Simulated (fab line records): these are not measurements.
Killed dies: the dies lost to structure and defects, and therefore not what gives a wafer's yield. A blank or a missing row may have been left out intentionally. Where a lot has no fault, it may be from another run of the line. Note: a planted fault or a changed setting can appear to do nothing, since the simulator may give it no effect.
The same fault as seen by 2 desks / flow sky130 / each desk has only its own numbers; what lay behind them comes last

THE TOOL OWNER'S DESK: lpcvd-02
The tool's own readings at SKY_SONOS_ONO_CVD_02 (deposits Si3N4 from DCS/NH3, target thk 10.5 nm, time 180 s): means of the sampled wafers that have a number, for each lot that ran on this tool. Any lot whose mean is over 4 standard deviations away from the usual mean is out of limits and marked OUT; that distance is given in the brackets.
Columns: A = spike tc top C at SKY_SONOS_ONO_CVD_02, usual 785.9 C; B = zone power top pct at SKY_SONOS_ONO_CVD_02, usual 23.78 %
lot=L644; first seen here=day 11 12:24; A=788.3; B=23.83
lot=L645; first seen here=day 11 16:35; A=783.8; B=23.97
lot=L646; first seen here=day 12 00:34; A=783.1; B=23.86
lot=L653; first seen here=day 14 22:01; A=788.1; B=24.19
lot=L655; first seen here=day 15 10:05; A=789.0; B=23.83
lot=L663; first seen here=day 18 18:13; A=784.0; B=23.85
lot=L664; first seen here=day 19 02:33; A=788.5; B=23.82
lot=L665; first seen here=day 19 06:54; A=789.3; B=23.82
lot=L666; first seen here=day 19 07:57; A=788.6; B=23.54
lot=L667; first seen here=day 19 12:43; A=788.9; B=23.85
Finding of this desk: none of the 10 lots has anything out of limits.

METROLOGY DESK
What the gauges read for every lot (on any tool): the sampled wafers with a number, averaged. Any lot whose mean is over 4 standard deviations away from the usual mean is out of limits and marked OUT; that distance is given in the brackets.
Columns: A = VT_ADJUST_NCORE_TW at SKY_VT_ADJUST_NCORE_TW_MEAS_11, usual 218.6; B = SONOS_ONO_CVD_02_THK at SKY_SONOS_ONO_THK_MEAS_03, usual 10.48 nm
lot=L644; first seen here=day 8 13:25; A=219.0; B=10.62
lot=L645; first seen here=day 8 15:38; A=220.0; B=10.49
lot=L646; first seen here=day 9 00:55; A=221.1; B=10.47
lot=L653; first seen here=day 11 12:49; A=217.4; B=9.69 (-5.6) OUT
lot=L655; first seen here=day 12 01:33; A=217.8; B=9.79 (-4.9) OUT
lot=L663; first seen here=day 14 22:37; A=217.4; B=10.46
lot=L664; first seen here=day 15 06:36; A=218.0; B=10.52
lot=L665; first seen here=day 15 09:55; A=219.6; B=10.60
lot=L666; first seen here=day 15 14:34; A=219.9; B=10.44
lot=L667; first seen here=day 15 14:52; A=219.9; B=10.28
This desk's result: L653, L655 out of limits, first on L653 (SONOS_ONO_CVD_02_THK at SKY_SONOS_ONO_THK_MEAS_03), day 14 23:36. In limits: L644, L645, L646, L663, L664, L665, L666, L667.

PUT TOGETHER
An alarm was possible from the metrology desk at day 14 23:36, on L653, L655.
The desk of the tool owner found nothing out of limits.
On record at the tool owner's desk: L653, L655, within its limits.
All the named lots went through SKY_SONOS_ONO_CVD_02 on lpcvd-02.

WHAT HAD BEEN PUT IN BY THE SIMULATOR
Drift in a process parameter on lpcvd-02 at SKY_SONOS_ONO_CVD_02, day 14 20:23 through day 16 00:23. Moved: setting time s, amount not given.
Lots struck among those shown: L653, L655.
Delay in hours, fault start to first out-of-limits reading, per desk: metrology desk 3.
